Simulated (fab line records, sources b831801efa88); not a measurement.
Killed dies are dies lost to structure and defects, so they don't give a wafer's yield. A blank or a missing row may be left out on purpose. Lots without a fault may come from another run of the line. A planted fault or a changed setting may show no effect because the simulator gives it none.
Tool commonality check | flow gf180mcu | 12 lots, 36 wafers sampled

WHY IT WAS OPENED
At GF_DUAL_GATE_THK_MEAS_03 the reading DUAL_GATE_OXIDATION_00_THK is flagged on 3 of 12 lots. Wafers without a fault read 10.89 nm, standard deviation 0.17.
Rule: a lot is flagged when every wafer of it that has a number lies more than 4 standard deviations from that mean, or none has a number. The other lots count as sound.

lot  | measured     | on            | DUAL_GATE_OXIDATION_00_THK (nm), wafer by wafer | flag
L608 | day 8 09:53  | film_metro-01 | 10.92 10.85 11.06                               |
L610 | day 9 01:10  | film_metro-03 | 11.03 11.03 11.12                               |
L611 | day 9 09:14  | film_metro-02 | 10.95 10.87 11.01                               |
L612 | day 9 16:31  | film_metro-01 | 11.01 11.18 10.97                               |
L617 | day 11 04:15 | film_metro-01 | 10.85 10.69 10.79                               |
L618 | day 11 12:33 | film_metro-01 | 10.94 10.88 10.77                               |
L623 | day 12 20:56 | film_metro-01 | 8.66 8.62 8.78                                  | FLAGGED
L624 | day 13 01:21 | film_metro-02 | 8.98 8.86 8.85                                  | FLAGGED
L625 | day 13 14:15 | film_metro-01 | 9.16 9.15 9.12                                  | FLAGGED
L626 | day 13 16:09 | film_metro-02 | 10.97 11.06 10.95                               |
L627 | day 13 20:34 | film_metro-02 | 10.95 11.24 10.98                               |
L630 | day 14 18:38 | film_metro-02 | 11.00 10.88 10.84                               |
The numbers of the flagged lots are 8.91 nm on average: -1.98 nm against the usual, or -12 standard deviations.

WHICH TOOL RAN EACH LOT
The record holds 1 process step before the reading, out of a route of 602 steps. In each cell: the tool, then ch and the chambers that the sampled wafers went through, then the start.
lot  | flag    | GF_DUAL_GATE_OXIDATION_02
L608 |         | furnace-01 ch 0, day 8 08:25
L610 |         | furnace-02 ch 0, day 8 23:44
L611 |         | furnace-02 ch 0, day 9 07:47
L612 |         | furnace-02 ch 0, day 9 15:04
L617 |         | furnace-02 ch 0, day 11 02:49
L618 |         | furnace-01 ch 0, day 11 11:05
L623 | FLAGGED | furnace-02 ch 0, day 12 19:29
L624 | FLAGGED | furnace-02 ch 0, day 12 23:53
L625 | FLAGGED | furnace-02 ch 0, day 13 12:49
L626 |         | furnace-01 ch 0, day 13 14:40
L627 |         | furnace-01 ch 0, day 13 19:07
L630 |         | furnace-01 ch 0, day 14 17:11
What these steps do:
- GF_DUAL_GATE_OXIDATION_02: stabilise 600 s, purge 300 s, target thk 10.887 nm.
- GF_DUAL_GATE_THK_MEAS_03

FLAGGED OVER TOTAL, TOOL BY TOOL (the gauges that took the reading come last)
step                      | tool          | lots run | flagged | share of the flagged lots | sound lots run after its first flagged lot
GF_DUAL_GATE_OXIDATION_02 | furnace-01    | 5        | 0       | none                      | -
GF_DUAL_GATE_OXIDATION_02 | furnace-02    | 7        | 3       | all                       | 0
GF_DUAL_GATE_THK_MEAS_03  | film_metro-01 | 6        | 2       | some                      | 0
GF_DUAL_GATE_THK_MEAS_03  | film_metro-02 | 5        | 1       | some                      | 3 (L626,L627,L630)
GF_DUAL_GATE_THK_MEAS_03  | film_metro-03 | 1        | 0       | none                      | -

WHAT THE TABLE ALLOWS
1 row of the table ran every flagged lot: furnace-02 at GF_DUAL_GATE_OXIDATION_02.
- furnace-02 at GF_DUAL_GATE_OXIDATION_02: 3 of its 7 lots flagged. Its last sound lot is L617 (day 11 02:49), its first flagged lot L623 (day 12 19:29): a fault that began between those two fits. Its own readings lie more than 4 standard deviations out on every wafer of the flagged lots: spike_tc_bottom_C, spike_tc_centre_C, spike_tc_lower_C, spike_tc_top_C, spike_tc_upper_C, tube_center_temp_C, tube_center_temp_C_max.
One tool is left: furnace-02 at GF_DUAL_GATE_OXIDATION_02.

WHAT THE SIMULATOR HAD PUT IN
Process parameter drift: furnace-02, from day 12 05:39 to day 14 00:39, at GF_DUAL_GATE_OXIDATION_02. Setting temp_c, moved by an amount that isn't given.
Lots struck among those shown: L623, L624, L625. The rule above found the same.
